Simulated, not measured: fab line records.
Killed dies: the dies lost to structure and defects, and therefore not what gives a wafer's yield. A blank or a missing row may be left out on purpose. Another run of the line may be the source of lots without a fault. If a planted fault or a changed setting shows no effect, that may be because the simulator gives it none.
fab line records	flow sky130
record: lots: 12	wafers: 36	last_day: 50
route steps=708 shown PWDE@54 VIA3@594 METAL4@600 PASSIVATION@692 PAD_OPEN@708
lots that met no fault: from a run of the same line without faults
start_h: hours from the record's opening day to when the first of the lot's shown wafers began	wait_h: time in hours since the lot's previous step	" same as the row above	L1.1+2: a single row standing in for several wafers	- value missing, or start not given	* or withheld: withheld	< > ~ a bound
route shown NAME@n: NAME is a module with steps in the file, n the number in the route of the first one	usual: mean/standard deviation taken from wafers without a fault	same: alike in all rows	chamber/n: place in a boat	sites: per-site readings	_std_site: standard deviation of those values	_edge_site: the outer-site mean with the inner-site mean subtracted	radius_mm: for every site, how far away it sits from the centre of the wafer	mask NAME#n: copy n	behind: tool/chamber where the wafer was last shaped	hold: reason for holding the lot/hours on hold/outcome of the hold	device: names the non-switching transistor (n, p or np)	end of line: tests of these same wafers at the route's end	a step without rows: its recipe alone	killed: the dies lost at the first sort to structure and to defects; this is not the yield of the wafer	map: dies across one wafer; x = killed, . = not, _ = none there
set.NAME: the run value of the setting; set.NAME@STEP: its run value at that earlier step	model.NAME: the simulator's own value behind a step, which no gauge read
the route's steps for a sample of lots (tables are steps, rows are wafers)
services: a tool's chamber out of use, with start hour (start_h, from the record's first day; less than 0 if before it), hours out, and reason
== steps ==
step: SKY_PWDE_STRIP_09
recipe: chemistry: O2/N2	power_w: 1400	pressure_mtorr: 1500	platen_temp_c: withheld	o2_flow_sccm: 3000	n2_flow_sccm: 300	overash_fraction: 0.5
usual: drypump_motor_current_A: 5.5/0.45	n2_flow_sccm: 299.7/0.97	oes_product_au: 0.723/0.005	strip_time_to_endpoint_s: 36.92/0.093
lot.wafer	tool	chamber	start_h	wait_h	drypump_motor_current_A	n2_flow_sccm	oes_product_au	rf_hours_counter_h	strip_time_to_endpoint_s
L189.2	plasma_asher-02	1	63.55	0.1	5.1	299.3	0.719	36	36.88
L189.3	"	1	"	"	5.1	299.8	0.724	-	36.88
L189.4	"	0	"	"	5.8	298.8	0.724	-	36.85
L190.2	plasma_asher-04	0	71.70	0.1	5.7	298.5	0.726	28	36.81
L190.3	"	0	"	"	5.8	297.5	0.719	-	36.75
L190.6	"	1	"	"	6.4	299.8	0.721	-	36.70
L191.3	plasma_asher-02	0	78.93	0.1	5.9	301.1	0.731	-	36.93
L191.5	"	1	"	"	5.2	300.4	0.735	-	36.98
L191.6	"	0	"	"	5.8	300.8	0.730	-	36.96
L197.1	plasma_asher-02	0	111.25	0.1	5.8	299.8	0.728	41	36.99
L197.4	"	0	"	"	5.8	300.0	0.715	-	36.97
L197.6	"	0	"	"	5.8	299.0	0.733	-	36.89
L198.1	plasma_asher-02	0	118.25	0.1	5.9	300.2	0.718	42	36.96
L198.5	"	0	"	"	5.9	299.8	0.724	-	36.89
L198.6	"	1	"	"	5.1	299.4	0.737	-	36.90
L202.3	plasma_asher-01	1	140.38	0.1	4.9	300.9	0.721	-	36.96
L202.4	"	0	"	"	5.8	297.4	0.725	-	36.96
L202.6	"	0	"	"	5.8	298.1	0.719	-	36.95
L203.1	plasma_asher-01	1	148.85	0.1	4.9	302.3	0.724	3	37.01
L203.4	"	1	"	"	4.9	300.2	0.721	-	37.09
L203.6	"	1	"	"	4.9	300.5	0.729	-	36.91
L205.1	plasma_asher-01	1	156.60	0.1	4.9	300.4	0.720	4	36.90
L205.2	"	0	"	"	5.8	299.7	0.717	4	36.92
L205.6	"	0	"	"	5.8	300.5	0.725	-	36.91
L207.1	plasma_asher-01	0	170.70	0.1	5.8	301.2	0.718	5	36.95
L207.2	"	1	"	"	4.9	299.0	0.726	5	37.05
L207.6	"	0	"	"	5.8	299.9	0.717	-	37.08
L210.3	plasma_asher-01	1	186.64	0.1	4.9	298.9	0.715	-	36.83
L210.5	"	1	"	"	4.9	300.4	0.725	-	36.80
L210.6	"	0	"	"	5.8	299.6	0.723	-	36.89
L211.3	plasma_asher-01	0	196.63	0.1	5.8	299.2	0.737	-	36.87
L211.4	"	1	"	"	4.9	299.8	0.721	-	36.80
L211.5	"	0	"	"	5.8	299.7	0.721	-	36.80
L212.2	plasma_asher-02	0	199.00	0.1	5.8	299.9	0.726	49	36.70
L212.3	"	0	"	"	5.8	300.0	0.729	-	36.80
L212.4	"	1	"	"	5.1	299.9	0.732	-	36.88
step: SKY_VIA3_CVD_21
recipe: material: W	target_thk_nm: 390	time_s: 117.31	temp_c: 400	pressure_torr: 40
usual: heater_power_w: 769/33
lot.wafer	tool	chamber	start_h	wait_h	heater_power_w
L189.2	cvd_w-02	1	916.93	0.0	728
L189.3	"	0	"	"	787
L189.4	"	1	"	"	732
L190.2	cvd_w-01	1	929.47	0.0	737
L190.3	"	0	"	"	802
L190.6	"	0	"	"	769
L191.3	cvd_w-02	1	940.80	0.1	734
L191.5	"	0	"	"	789
L191.6	"	1	"	"	738
L197.1	cvd_w-02	1	982.93	0.0	722
L197.4	"	0	"	"	794
L197.6	"	1	"	"	727
L198.1	cvd_w-02	1	994.79	0.0	734
L198.5	"	1	"	"	717
L198.6	"	0	"	"	804
L202.3	cvd_w-02	1	1019.18	0.1	737
L202.4	"	0	"	"	812
L202.6	"	1	"	"	737
L203.1	cvd_w-02	0	1028.14	0.0	816
L203.4	"	0	"	"	811
L203.6	"	1	"	"	739
L205.1	cvd_w-02	1	1040.72	0.0	726
L205.2	"	0	"	"	832
L205.6	"	0	"	"	798
L207.1	cvd_w-02	1	1049.29	0.0	756
L207.2	"	0	"	"	825
L207.6	"	1	"	"	735
L210.3	cvd_w-01	0	1069.65	0.1	786
L210.5	"	0	"	"	798
L210.6	"	1	"	"	764
L211.3	cvd_w-01	0	1078.01	0.1	772
L211.4	"	1	"	"	754
L211.5	"	0	"	"	798
L212.2	cvd_w-02	0	1080.67	0.0	813
L212.3	"	0	"	"	820
L212.4	"	1	"	"	741
step: SKY_METAL4_SPUTTER_02
recipe: material: AlCu	target_thk_nm: 735	power_w: 10600	time_s: 39.1	chamber_pressure_pa: 0.4
usual: chamber_pressure_pa: 0.4000/0.00078	throttle_valve_pct: 29.9/0.85
lot.wafer	tool	chamber	start_h	wait_h	chamber_pressure_pa	throttle_valve_pct
L189.2	pvd_sputter-01	-	917.58	0.0	0.3990	30.5
L189.3	"	-	"	"	0.4001	29.4
L189.4	"	-	"	"	0.4004	29.4
L190.2	pvd_sputter-01	-	930.12	0.0	0.3999	29.4
L190.3	"	-	"	"	0.3995	30.4
L190.6	"	-	"	"	0.3988	29.7
L191.3	pvd_sputter-01	-	941.41	0.0	0.4005	28.4
L191.5	"	-	"	"	0.3999	29.3
L191.6	"	-	"	"	0.4003	28.1
L197.1	pvd_sputter-03	-	983.58	0.0	0.4000	28.9
L197.4	"	-	"	"	0.4008	30.9
L197.6	"	-	"	"	0.4007	31.1
L198.1	pvd_sputter-02	-	995.44	0.0	0.4002	28.9
L198.5	"	-	"	"	0.3999	29.6
L198.6	"	-	"	"	0.4002	30.6
L202.3	pvd_sputter-02	-	1019.79	0.0	0.4010	29.6
L202.4	"	-	"	"	0.4006	31.0
L202.6	"	-	"	"	0.3989	29.7
L203.1	pvd_sputter-03	-	1028.79	0.0	0.3990	29.0
L203.4	"	-	"	"	0.3999	30.9
L203.6	"	-	"	"	0.4021	30.7
L205.1	pvd_sputter-02	-	1041.37	0.0	0.4007	29.0
L205.2	"	-	"	"	0.4002	29.7
L205.6	"	-	"	"	0.4010	28.9
L207.1	pvd_sputter-03	-	1049.94	0.0	0.3998	30.7
L207.2	"	-	"	"	0.3984	28.9
L207.6	"	-	"	"	0.3991	28.8
L210.3	pvd_sputter-03	-	1070.26	0.0	0.3979	31.1
L210.5	"	-	"	"	0.3992	30.8
L210.6	"	-	"	"	0.4012	31.0
L211.3	pvd_sputter-02	-	1078.62	0.0	0.3977	29.7
L211.4	"	-	"	"	0.3995	30.7
L211.5	"	-	"	"	0.3995	29.0
L212.2	pvd_sputter-01	-	1081.33	0.0	0.3997	29.5
L212.3	"	-	"	"	0.3998	29.3
L212.4	"	-	"	"	0.4014	28.4
step: SKY_PASSIVATION_ETCH_11
recipe: chemistry: CF4/O2	target_depth_nm: 725	stop_on: AlCu	source_w: 800	bias_w: 150	pressure_mtorr: 150	cf4_flow_sccm: 80	O2_flow_sccm: 10	time_s: 161.1
usual: drypump_motor_current_A: 5.6/0.41	oes_product_au: 0.974/0.0073	throttle_valve_pct: 5.965/0.0086
lot.wafer	tool	chamber	start_h	wait_h	drypump_motor_current_A	oes_product_au	rf_hours_counter_h	throttle_valve_pct
L189.2	rie_diel-04	3	1041.87	-	6.0	0.965	9	5.954
L189.3	"	0	"	"	5.5	0.965	22	5.954
L189.4	"	2	"	"	5.9	0.981	10	5.957
L190.2	rie_diel-04	3	1051.92	-	6.0	0.986	9	5.981
L190.3	"	2	"	"	6.0	0.960	10	5.948
L190.6	"	2	"	"	6.0	0.987	-	5.975
L191.3	rie_diel-02	3	1061.52	-	6.2	0.981	26	5.966
L191.5	"	2	"	"	5.2	0.974	-	5.969
L191.6	"	1	"	"	5.1	0.980	-	5.957
L197.1	rie_diel-02	3	1098.56	-	6.2	0.965	27	5.947
L197.4	"	0	"	"	5.5	0.972	18	5.961
L197.6	"	0	"	"	5.5	0.972	-	5.973
L198.1	rie_diel-04	2	1108.72	-	5.9	0.964	12	5.969
L198.5	"	0	"	"	5.5	0.978	-	5.972
L198.6	"	1	"	"	4.9	0.979	-	5.975
L202.3	rie_diel-02	2	1130.06	-	5.2	0.967	27	5.978
L202.4	"	0	"	"	5.5	0.970	19	5.961
L202.6	"	3	"	"	6.2	0.976	-	5.974
L203.1	rie_diel-04	1	1137.02	-	5.0	0.970	13	5.959
L203.4	"	3	"	"	6.0	0.978	12	5.967
L203.6	"	2	"	"	6.0	0.975	-	5.971
L205.1	rie_diel-03	0	1148.02	-	6.0	0.963	16	5.963
L205.2	"	2	"	"	5.6	0.969	17	5.959
L205.6	"	0	"	"	6.0	0.980	-	5.958
L207.1	rie_diel-03	2	1154.22	-	5.6	0.970	17	5.952
L207.2	"	1	"	"	6.0	0.970	25	5.960
L207.6	"	0	"	"	6.0	0.980	-	5.962
L210.3	rie_diel-03	2	1170.62	-	5.7	0.966	18	5.970
L210.5	"	1	"	"	6.0	0.960	-	5.976
L210.6	"	2	"	"	5.6	0.975	-	5.951
L211.3	rie_diel-02	0	1176.42	-	5.5	0.968	21	5.956
L211.4	"	2	"	"	5.2	0.980	29	5.961
L211.5	"	1	"	"	5.0	0.986	-	5.960
L212.2	rie_diel-04	2	1178.72	-	5.9	0.980	14	5.977
L212.3	"	1	"	"	5.0	0.971	14	5.980
L212.4	"	3	"	"	6.0	0.984	-	5.960
step: SKY_PAD_OPEN_PROBE_99
usual: killed_at_M0_to_M3: 43/7	killed_at_M4_up: 3.0/1.9	killed_at_contacts: 24/4.6	killed_at_front_end: 15/4.1	killed_at_other: 0.3/0.52	killed_dies: 84/9.7	killed_open: 46/6.9	killed_short: 38/6.8
same: gross_dies: 492	killed_at_back_side: 0
lot.wafer	tool	chamber	start_h	wait_h	killed_at_M0_to_M3	killed_at_M4_up	killed_at_contacts	killed_at_front_end	killed_at_other	killed_dies	killed_open	killed_short
L197.1	prober-01	-	1120.15	0.1	39	2	17	36	0	94	39	30
L197.4	prober-01	-	1120.30	0.2	49	4	25	39	0	117	56	35
L197.6	prober-01	-	1120.40	0.2	40	3	26	39	0	108	49	31
L198.1	prober-02	-	1130.43	0.1	51	3	27	42	0	123	45	48
L198.5	prober-02	-	1130.63	0.2	47	6	16	42	0	111	42	42
L198.6	prober-02	-	1130.68	0.2	45	3	17	80	0	145	46	40
killed by level:class
L197.1 PWDE:unspecified=25 VIA1:geometric_particle:open=11 METAL2:geometric_particle:short=7 CONTACT:geometric_particle:open=6 VIA2:geometric_particle:open=6 LI_CONTACT:geometric_particle:open=4 LOCAL_INTERCONNECT:geometric_particle:short=3 POLY_GATE:geometric_particle:open=3
L197.4 PWDE:unspecified=26 VIA1:geometric_particle:open=20 LI_CONTACT:geometric_particle:open=9 VIA2:geometric_particle:open=9 CONTACT:geometric_particle:open=8 METAL1:geometric_particle:short=5 FIELD_ISO:geometric_particle:short=4 SPACER:geometric_particle:short=4
L197.6 PWDE:unspecified=28 CONTACT:geometric_particle:open=13 VIA1:geometric_particle:open=9 VIA3:geometric_particle:open=9 LI_CONTACT:geometric_particle:open=6 VIA1:geometric_particle:short=5 VIA3:geometric_particle:short=4 FIELD_ISO:geometric_particle:open=3
L198.1 PWDE:unspecified=30 VIA1:geometric_particle:open=10 VIA2:geometric_particle:open=9 VIA2:geometric_particle:short=8 METAL1:geometric_particle:short=7 CONTACT:geometric_particle:open=6 CONTACT:geometric_particle:short=6 LOCAL_INTERCONNECT:geometric_particle:short=6
L198.5 PWDE:unspecified=27 VIA1:geometric_particle:open=10 CONTACT:geometric_particle:open=6 METAL1:geometric_particle:short=6 VIA3:geometric_particle:open=6 FIELD_ISO:geometric_particle:short=5 VIA1:geometric_particle:short=5 VIA3:geometric_particle:short=5
L198.6 PWDE:unspecified=59 METAL1:geometric_particle:short=9 VIA3:geometric_particle:open=8 LI_CONTACT:geometric_particle:open=8 FIELD_ISO:geometric_particle:open=7 POLY_GATE:geometric_particle:short=7 VIA1:geometric_particle:open=7 VIA2:geometric_particle:open=6
== services ==
tool	chamber	start_h	hours	kind
plasma_asher-02	-	54.56	1.8	repair
plasma_asher-01	-	70.85	14.4	pm
rie_diel-04	1	81.25	4.7	repair
plasma_asher-01	-	108.83	9.0	pm
plasma_asher-02	-	115.81	1.1	repair
rie_diel-04	1	146.24	49.9	repair
plasma_asher-01	-	151.88	0.8	repair
rie_diel-04	2	273.54	3.2	repair
cvd_w-02	-	276.75	6.9	pm
cvd_w-02	-	283.27	1.3	repair
plasma_asher-02	-	317.14	23.7	repair
plasma_asher-01	-	336.10	2.2	repair
rie_diel-04	3	336.23	7.4	repair
cvd_w-02	-	390.00	14.0	pm
plasma_asher-02	-	421.25	9.0	pm
rie_diel-04	-	462.57	2.8	pm
rie_diel-04	1	471.09	8.8	repair
plasma_asher-01	-	611.56	2.2	repair
cvd_w-02	-	628.89	6.0	pm
cvd_w-02	-	688.09	2.8	pm
plasma_asher-01	-	791.84	4.5	repair
plasma_asher-01	-	891.64	10.5	repair
plasma_asher-01	-	1027.94	0.9	repair
plasma_asher-01	-	1073.74	2.8	pm
== key ==
first_sign: step: SKY_PAD_OPEN_PROBE_99	reading: killed_at_front_end	direction: up	sigmas: 7.7	usual: 15	struck: 46
effect: step: SKY_PAD_OPEN_PROBE_99	reading: killed_dies	direction: up	sigmas: 3.3	usual: 84	struck: 116	wafers_moved: 5
met_at SKY_PWDE_STRIP_09
struck_lots L197,L198
tester_left_out L197,L198
not_acting_at SKY_VIA3_CVD_21,SKY_METAL4_SPUTTER_02,SKY_PASSIVATION_ETCH_11
onset_between 78.93 111.25
fault: kind: chamber_particle_source	tool: plasma_asher-02	chamber: -	onset_h: 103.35	steps: SKY_PWDE_STRIP_09	rate_per_visit_cm2: 0.9596	end_h: 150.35
tester_left_out: of these lots the tester's yield and bins aren't shown, on N5 and GAA mostly nor the transistor test; their killed dies are dies lost to structure and defects alone, not to doping, threshold or leakage, so they don't give the yield
